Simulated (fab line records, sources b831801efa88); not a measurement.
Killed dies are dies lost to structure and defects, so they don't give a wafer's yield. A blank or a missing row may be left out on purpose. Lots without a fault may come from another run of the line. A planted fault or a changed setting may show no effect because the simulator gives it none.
A struck lot beside a sound one | flow sky130 | 18 steps out of a route of 708
Sound: wafers L487.2, L487.3, L487.4. Struck: wafer L495.6. (L495.3 of the same lot was not struck and is left out.) The cause comes at the end.
At each step with rows: each side's tool, then ch and its chambers, then its first start. Under that, the readings that differ: sound wafers | struck wafers | difference of the means | sigmas: that difference in standard deviations of wafers without a fault.
alike: readings whose means differ by less than 2 such deviations, and words and numbers that are the same on both sides. not compared: withheld readings, readings that some wafer has no value for, bounds like >300 that may hide the same value, and numbers for which the record gives no deviation and whose values overlap.
The two part at a step that has a row with sigmas, a row that says differs or no value, or rows on one side only. Numbers that don't overlap but have no deviation are shown without sigmas and don't part them. A reading that every wafer of one side lacks parts them only if that side has two wafers or more.

first, 6 steps without rows for these wafers: SKY_LDD_N_IMPLANT_10; SKY_LDD_N_IMPLANT_11; SKY_LDD_N_IMPLANT_12; SKY_LDD_N_IMPLANT_13; SKY_LDD_N_IMPLANT_14; SKY_LDD_N_IMPLANT_15.
SKY_LDD_N_STRIP_16: strips in O2/N2.
  sound on plasma_asher-02 ch 0,1, day 20 23:49; struck on plasma_asher-02 ch 1, day 24 08:16
  alike: drypump_motor_current_A, oes_product_au, strip_time_to_endpoint_s
  not compared: rf_hours_counter_h
SKY_LDD_N_TW_MEAS_17:
  sound on film_metro-02, day 20 23:56; struck on film_metro-01, day 24 08:20
  reading  | sound          | struck | difference | sigmas
  LDD_N_TW | 2608 2601 2594 | 2529   | -72        | -4
then, 4 steps without rows for these wafers: SKY_LDD_P_DEHYDRATE_00 (time 60 s); SKY_LDD_P_HMDS_01 (prime time 60 s); SKY_LDD_P_COAT_02 (resist thk 1140 nm); SKY_LDD_P_SOFTBAKE_03 (time 60 s).
SKY_LDD_P_EXPOSE_04: exposes mask PSDM, target cd 380 nm.
  sound on iline_stepper-02 ch 0, day 21 15:15; struck on iline_stepper-02 ch 0, day 24 22:34
  alike: mask
then, 2 steps without rows for these wafers: SKY_LDD_P_PEB_05; SKY_LDD_P_DEVELOP_06 (develop time 60 s).
SKY_LDD_P_CD_MEAS_07: target cd 380 nm.
  sound on cd_sem-02, day 22 05:48; struck on cd_sem-01, day 25 13:29
  reading    | sound             | struck | difference | sigmas
  cd_nm (nm) | 378.9 379.5 377.2 | 358.5  | -20.0      | -8
SKY_LDD_P_OVL_MEAS_08:
  sound on overlay-02, day 22 05:54; struck on overlay-01, day 25 13:35
  alike: LDD_P_OVL
then, 1 step without rows for these wafers: SKY_PAD_OPEN_PROBE_99.

WHERE THEY PART
First at SKY_LDD_N_TW_MEAS_17; last, within this record, at SKY_LDD_P_CD_MEAS_07. Later steps at which nothing parts them and some readings are alike: SKY_LDD_P_OVL_MEAS_08.

WHY: what the simulator had put in
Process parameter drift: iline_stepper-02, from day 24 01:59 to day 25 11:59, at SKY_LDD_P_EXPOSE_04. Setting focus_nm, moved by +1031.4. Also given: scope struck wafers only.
